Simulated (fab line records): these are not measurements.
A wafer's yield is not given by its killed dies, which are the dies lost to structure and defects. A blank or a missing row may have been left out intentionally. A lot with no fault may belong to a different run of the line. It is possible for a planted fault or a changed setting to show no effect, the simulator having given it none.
Which tool did it?    flow gf180mcu    9 lots, 27 wafers sampled, at 6 steps of a route of 602

== WHAT THE GAUGES READ, wafer by wafer ==
GF_MIM_THK_MEAS_06. Usual: MIM_CVD_05_THK 41.9 nm, standard deviation 0.64.
lot   measured      on             MIM_CVD_05_THK (nm)  flag
L751  day 24 09:21  film metro-04  41.8 42.7 42.2       
L752  day 24 18:28  film metro-03  42.7 42.5 42.9       
L753  day 25 04:36  film metro-04  42.7 42.4 42.1       
L761  day 27 18:23  film metro-03  41.6 42.0 42.9       
L762  day 28 10:23  film metro-01  41.7 42.1 42.4       
L764  day 28 18:41  film metro-03  42.1 42.0 42.5       
L765  day 29 02:17  film metro-03  41.9 42.3 42.2       
L770  day 30 08:16  film metro-04  41.4 40.6 42.2       
L774  day 31 10:25  film metro-03  40.4 41.3 41.7       

GF_M5_CD_MEAS_07: target cd 280 nm. Usual: cd nm at 280.1 nm, with a standard deviation of 1.4.
lot   measured      on         cd nm (nm)         flag
L751  day 26 04:35  cd sem-02  279.0 278.4 277.4  
L752  day 26 13:10  cd sem-01  279.1 280.8 281.2  
L753  day 26 23:12  cd sem-01  281.2 281.7 280.1  
L761  day 29 09:06  cd sem-02  281.4 281.2 280.6  
L762  day 30 00:17  cd sem-02  280.7 280.4 280.6  
L764  day 30 08:57  cd sem-01  282.4 280.5 282.4  
L765  day 30 15:14  cd sem-01  278.8 279.0 278.7  
L770  day 31 20:32  cd sem-01  280.7 280.4 279.7  
L774  day 32 20:26  cd sem-01  279.1 280.4 279.6  

GF_V5_RS_MEAS_24: a four-point-probe measurement. Usual: V5_W_RS 0.328 ohm/sq, standard deviation 0.0036.
lot   measured      on             V5_W_RS (ohm/sq)   flag
L751  day 27 03:41  film metro-03  0.331 0.335 0.333  
L752  day 27 12:01  film metro-02  0.332 0.326 0.328  
L753  day 27 21:28  film metro-03  0.330 0.329 0.329  
L761  day 30 06:30  film metro-03  0.349 0.348 0.345  OFF
L762  day 30 20:59  film metro-01  0.340 0.342 0.339  OFF
L764  day 31 05:46  film metro-03  0.326 0.328 0.329  
L765  day 31 11:10  film metro-01  0.328 0.325 0.327  
L770  day 32 15:39  film metro-03  0.329 0.327 0.328  
L774  day 33 14:47  film metro-01  0.325 0.323 0.324  

GF_V5_THK_MEAS_25: measures by xrf. Usual: V5_W_THK 343 nm, standard deviation 4.3.
lot   measured      on             V5_W_THK (nm)  flag
L751  day 27 03:47  film metro-03  338 335 340    
L752  day 27 12:07  film metro-02  343 350 350    
L753  day 27 21:33  film metro-03  340 340 341    
L761  day 30 06:37  film metro-03  322 322 325    OFF
L762  day 30 21:06  film metro-01  326 327 329    OFF
L764  day 31 05:53  film metro-03  341 340 341    
L765  day 31 11:16  film metro-01  341 344 343    
L770  day 32 15:46  film metro-03  338 341 339    
L774  day 33 14:54  film metro-01  346 349 348    

GF_TOP_METAL_OVL_MEAS_15. Usual: TOP_METAL_OVL 0.1 nm, standard deviation 1.2.
lot   measured      on          TOP_METAL_OVL (nm)  flag
L751  day 28 00:21  overlay-02  -1.0 -0.3 -0.5      
L752  day 28 08:05  overlay-01  0.3 1.8 1.5         
L753  day 28 17:27  overlay-01  -1.4 -1.4 -2.9      
L761  day 31 01:05  overlay-02  -0.5 1.2 -2.4       
L762  day 31 14:41  overlay-01  -1.9 -0.7 -0.2      
L764  day 31 23:05  overlay-02  0.1 1.5 0.7         
L765  day 32 05:17  overlay-01  1.5 1.5 1.7         
L770  day 33 08:17  overlay-02  2.5 0.5 -1.2        
L774  day 34 06:59  overlay-02  0.8 0.4 -0.6        

== EACH LOT AND THE TOOL THAT RAN IT (in order: tool; ch and the chambers of the sampled wafers; start) ==
lot   GF_V5_CVD_23
L751  cvd w-02 ch 0,1, day 27 03:35
L752  cvd w-01 ch 0, day 27 11:52
L753  cvd w-01 ch 0,1, day 27 21:19
L761  cvd w-02 ch 0,1, day 30 06:23
L762  cvd w-02 ch 0,1, day 30 20:52
L764  cvd w-01 ch 0, day 31 05:40
L765  cvd w-01 ch 0,1, day 31 11:02
L770  cvd w-01 ch 0,1, day 32 15:31
L774  cvd w-01 ch 0,1, day 33 14:40
- GF_V5_CVD_23: deposits W, target thk 350 nm, time 104.9 s.

== AS READ BY THE TOOLS THEMSELVES (means over the sampled wafers that have a number; for cases with no such wafer, the mark the record gives instead) ==
GF_V5_CVD_23. Usual: chamber pressure Torr 39.99 Torr, standard deviation 0.09; heater power w 845 W, standard deviation 36.
lot   tool      chamber pressure Torr (Torr)  heater power w (W)  flag
L751  cvd w-02  39.95                         844                 
L752  cvd w-01  39.98                         785                 
L753  cvd w-01  40.00                         829                 
L761  cvd w-02  37.07                         830                 OFF
L762  cvd w-02  37.01                         860                 OFF
L764  cvd w-01  39.95                         789                 
L765  cvd w-01  39.96                         850                 
L770  cvd w-01  39.93                         849                 
L774  cvd w-01  39.90                         833                 

== THE ANSWER, worked out from the rows above alone ==
Rule: lot off if the mean of its wafers having a number is beyond 3 standard deviations from the usual mean. A lot without any number at a reading at which 4 lots or more have one is off too. Where the step has rows for the other lots, those lots are counted as sound. After the gauges, taken in route order, come the tools' own readings; for these a lot's mean is taken, as printed above. At the first step where some lot is off, the reading lying furthest off is the one used; lots without a number count as furthest.
Off: L761, L762, seen at GF_V5_RS_MEAS_24 (V5_W_RS).
If a tool, at a process step before that reading, ran all the lots that are off and no sound lot after the first of them, it fits. The gauges at GF_V5_RS_MEAS_24 aren't tried: what is off there is off at GF_V5_CVD_23 too, on other tools, and a gauge's error can't cause that. One candidate fits, namely cvd w-02 at GF_V5_CVD_23. A fault onset in the window from L751 (day 27 03:35, its last sound lot) to L761 (day 30 06:23, its first lot off) fits.
On the lots that are off, the tool's own readings at GF_V5_CVD_23 differ by more than 5 times the standard deviation of the sound lots' means, which bears it out; chamber pressure Torr reads 37.04 Torr there versus 39.95 Torr on the sound lots.

== WHAT THE SIMULATOR PUT IN ==
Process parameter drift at GF_V5_CVD_23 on cvd w-02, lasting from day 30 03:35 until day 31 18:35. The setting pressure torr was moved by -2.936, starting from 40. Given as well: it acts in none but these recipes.
Shown lots that were struck: L761, L762. This agrees with what the rule above found.
